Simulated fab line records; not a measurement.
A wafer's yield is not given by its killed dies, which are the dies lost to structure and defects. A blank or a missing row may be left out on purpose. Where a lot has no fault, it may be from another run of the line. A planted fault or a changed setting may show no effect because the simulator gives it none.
Chamber matching ; flow gf180mcu ; rieSi-01 running GF_POLY_GATE_ETCH_13: 4 sister chambers
The step etches poly-Si in HBr/Cl2, stops on SiO2, target depth 198.5 nm, time 69.6 s. 18 wafers are shown with their chamber, then 9 later ones without.

== EACH WAFER AND ITS CHAMBER ==
wafer;chamber;drypumpMotorCurrentA (A);runLengthS (s);oesProductAu (a.u.)
L411.1;0;5.6;98.7;0.990
L411.5;2;5.7;97.8;0.986
L411.6;1;6.6;97.0;0.997
L412.2;3;6.2;98.3;0.992
L412.4;0;5.6;98.9;0.999
L412.5;0;5.6;98.8;0.980
L413.3;2;5.7;97.3;0.996
L413.4;1;6.5;97.5;0.990
L413.5;1;6.5;97.8;0.981
L416.4;0;5.6;99.1;1.006
L416.5;0;5.6;99.2;1.005
L416.6;1;6.6;97.0;1.003
L418.2;2;5.6;97.3;0.989
L418.3;3;6.1;98.4;0.991
L418.6;2;5.6;98.0;0.992
L419.1;0;5.6;99.1;0.997
L419.3;3;6.2;99.0;0.989
L419.5;1;6.6;97.7;1.007

SIGNATURES (means of the wafers above)
reading;chamber 0;chamber 1;chamber 2;chamber 3;scatter within a chamber
drypumpMotorCurrentA;5.600;6.560;5.650;6.167;0.0453
runLengthS;98.967;97.400;97.600;98.567;0.321
oesProductAu;0.99617;0.99560;0.99075;0.99067;0.00834
Rule: for a wafer and a chamber, the distance is found by dividing, reading by reading, the gap between the wafer's reading and the chamber's mean by the reading's scatter, squaring, summing and taking the root. The wafer belongs to the nearest chamber; if the next one is less than 2 further off, it can't be placed. The scatter is the square root of a quotient: the sum, over the shown wafers, of each reading's squared deviation from its chamber's mean, divided by wafers minus chambers.

== WAFERS MISSING THEIR CHAMBER ==
wafer;drypumpMotorCurrentA (A);runLengthS (s);oesProductAu (a.u.)
L426.2;5.6;98.9;0.992
L426.4;5.6;98.7;0.990
L426.5;6.1;98.3;0.992
L433.2;5.6;98.5;0.988
L433.4;6.6;97.5;1.004
L433.6;5.6;97.4;0.996
L434.2;5.6;98.7;0.999
L434.5;5.6;97.5;0.983
L434.6;6.2;98.3;0.991

== THE CHAMBER EACH PASSED THROUGH ==
wafer;from the rows above;in truth
L426.2;0;0
L426.4;0;0
L426.5;3;3
L433.2;can't be placed: 0 or 2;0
L433.4;1;1
L433.6;2;2
L434.2;0;0
L434.5;2;2
L434.6;3;3
Correct placement for 8 of the 9. Unplaceable from these rows: 1, with the true chamber sitting among the candidates in 1. Number placed wrongly: 0.
